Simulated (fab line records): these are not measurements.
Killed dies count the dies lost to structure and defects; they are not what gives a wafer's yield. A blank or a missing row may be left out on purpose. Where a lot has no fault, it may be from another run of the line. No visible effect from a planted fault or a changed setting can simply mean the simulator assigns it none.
Which tool was responsible? | flow sky130 | 15 lots, 45 wafers sampled, at 3 steps of a route of 708

WHAT THE GAUGES SHOWED, per wafer
SKY_METAL3_CD_MEAS_13 targets a cd of 300 nm. Usual: cd nm reads 300.4 nm (standard deviation 1.4).
lot  | measured     | on        | cd nm (nm)        | flag
L387 | day 39 02:35 | cd sem-02 | 299.6 300.1 297.3 |
L386 | day 39 06:45 | cd sem-01 | 300.7 301.4 301.1 |
L388 | day 39 16:38 | cd sem-02 | 299.9 299.2 299.8 |
L389 | day 39 20:53 | cd sem-02 | 301.0 300.3 299.8 |
L393 | day 40 19:11 | cd sem-01 | 299.5 300.1 300.2 |
L394 | day 41 03:23 | cd sem-02 | 300.0 300.2 300.5 |
L395 | day 41 09:13 | cd sem-02 | 299.9 300.7 301.0 |
L396 | day 41 15:16 | cd sem-01 | 300.1 300.1 299.7 |
L398 | day 42 05:26 | cd sem-02 | 301.2 301.2 300.9 |
L399 | day 42 11:55 | cd sem-02 | 300.4 298.1 298.8 |
L404 | day 44 01:04 | cd sem-02 | 300.4 299.7 301.6 |
L406 | day 44 05:14 | cd sem-01 | 304.7 303.8 304.1 |
L407 | day 44 18:55 | cd sem-01 | 299.2 299.6 298.6 |
L408 | day 45 03:22 | cd sem-02 | 303.5 302.6 302.4 |
L409 | day 45 12:10 | cd sem-01 | 299.3 299.8 298.7 |

SKY_CAP2M_THK_MEAS_01. Usual: CAP2M_CVD_00_THK 15.45 nm, standard deviation 0.18.
lot  | measured     | on            | CAP2M_CVD_00_THK (nm) | flag
L387 | day 40 07:13 | film metro-04 | 15.52 15.43 15.47     |
L386 | day 40 10:47 | film metro-04 | 15.37 15.30 15.49     |
L388 | day 40 20:32 | film metro-01 | 15.26 15.37 15.61     |
L389 | day 41 00:44 | film metro-02 | 15.60 15.36 15.56     |
L393 | day 41 22:29 | film metro-02 | 15.72 15.55 15.52     |
L394 | day 42 06:38 | film metro-02 | 15.66 15.56 15.72     |
L395 | day 42 12:52 | film metro-02 | 15.39 15.55 15.41     |
L396 | day 42 17:56 | film metro-02 | 15.44 15.61 15.46     |
L398 | day 43 07:59 | film metro-04 | 15.44 15.39 15.55     |
L399 | day 43 14:39 | film metro-02 | 15.09 15.46 15.36     |
L404 | day 45 02:34 | film metro-02 | 15.30 15.16 15.44     |
L406 | day 45 07:05 | film metro-04 | 15.20 15.38 15.51     |
L407 | day 45 20:58 | film metro-04 | 15.15 15.09 15.47     |
L408 | day 46 04:00 | film metro-04 | 15.29 15.32 15.15     |
L409 | day 46 12:41 | film metro-02 | 15.19 15.46 15.55     |

WHAT TOOL EACH LOT RAN ON (gives the tool, then ch and the chambers of the sampled wafers, and finally the start)
lot  | SKY_METAL3_ETCH_16
L387 | rie metal-01 ch 0,1, day 39 02:45
L386 | rie metal-03 ch 0,1, day 39 06:55
L388 | rie metal-01 ch 0,1, day 39 16:49
L389 | rie metal-03 ch 1, day 39 21:06
L393 | rie metal-02 ch 1, day 40 19:26
L394 | rie metal-01 ch 0,1, day 41 03:32
L395 | rie metal-01 ch 0,1, day 41 09:25
L396 | rie metal-02 ch 0,1, day 41 15:26
L398 | rie metal-01 ch 0,1, day 42 05:37
L399 | rie metal-02 ch 0,1, day 42 12:05
L404 | rie metal-02 ch 0,1, day 44 01:16
L406 | rie metal-02 ch 0,1, day 44 05:25
L407 | rie metal-02 ch 0,1, day 44 19:07
L408 | rie metal-03 ch 0,1, day 45 03:34
L409 | rie metal-02 ch 0,1, day 45 12:21
- SKY_METAL3_ETCH_16: etches BARC in N2/H2, stops on SiO2, time 88.2 s, target depth 60 nm.

WHAT THE TOOLS THEMSELVES READ (means of the sampled wafers that have a number; where no wafer has one, the mark that the record gives instead)
SKY_METAL3_ETCH_16. Usual: bias w 100.0 W, standard deviation 0.3; chamber pressure mTorr 30.001 mTorr, standard deviation 0.025; drypump motor current A 5.6 A, standard deviation 0.43; oes product au 0.626 a.u., standard deviation 0.0047; throttle valve pct 13.203 %, standard deviation 0.0096.
lot  | tool         | bias w (W) | chamber pressure mTorr (mTorr) | drypump motor current A (A) | oes product au (a.u.) | throttle valve pct (%) | flag
L387 | rie metal-01 | 100.2      | 30.000                         | 5.4                         | 0.623                 | 13.202                 |
L386 | rie metal-03 | 99.6       | 30.021                         | 5.6                         | 0.625                 | 13.209                 |
L388 | rie metal-01 | 100.1      | 30.006                         | 5.6                         | 0.627                 | 13.204                 |
L389 | rie metal-03 | 100.2      | 30.017                         | 5.7                         | 0.629                 | 13.209                 |
L393 | rie metal-02 | 100.0      | 30.005                         | 5.2                         | 0.621                 | 13.194                 |
L394 | rie metal-01 | 100.2      | 29.992                         | 5.6                         | 0.627                 | 13.202                 |
L395 | rie metal-01 | 100.3      | 29.997                         | 5.5                         | 0.630                 | 13.201                 |
L396 | rie metal-02 | 100.2      | 30.025                         | 5.6                         | 0.625                 | 13.199                 |
L398 | rie metal-01 | 100.2      | 30.014                         | 5.4                         | 0.626                 | 13.205                 |
L399 | rie metal-02 | 99.7       | 30.010                         | 6.0                         | 0.621                 | 13.212                 |
L404 | rie metal-02 | 99.7       | 30.013                         | 6.0                         | 0.624                 | 13.199                 |
L406 | rie metal-02 | 99.6       | 30.005                         | 5.6                         | 0.630                 | 13.216                 |
L407 | rie metal-02 | 100.1      | 29.973                         | 5.6                         | 0.628                 | 13.206                 |
L408 | rie metal-03 | 100.3      | 29.974                         | 5.6                         | 0.625                 | 13.198                 |
L409 | rie metal-02 | 100.2      | 30.005                         | 5.6                         | 0.626                 | 13.207                 |

THE ANSWER, worked out from the rows above alone
Rule: lot off if the mean of its wafers having a number is beyond 3 standard deviations from the usual mean. Also off: a lot with no number at a reading for which 4 or more lots have one. Any other lot the step has rows for is counted as sound. After the gauges, taken in route order, come the tools' own readings; for these a lot's mean is taken, as printed above. At the first step where some lot is off, the reading lying furthest off is the one used; lots without a number count as furthest.
Across all readings shown, no lot is off: no conclusion can be drawn from this.

WHAT THE SIMULATOR HAD INSERTED
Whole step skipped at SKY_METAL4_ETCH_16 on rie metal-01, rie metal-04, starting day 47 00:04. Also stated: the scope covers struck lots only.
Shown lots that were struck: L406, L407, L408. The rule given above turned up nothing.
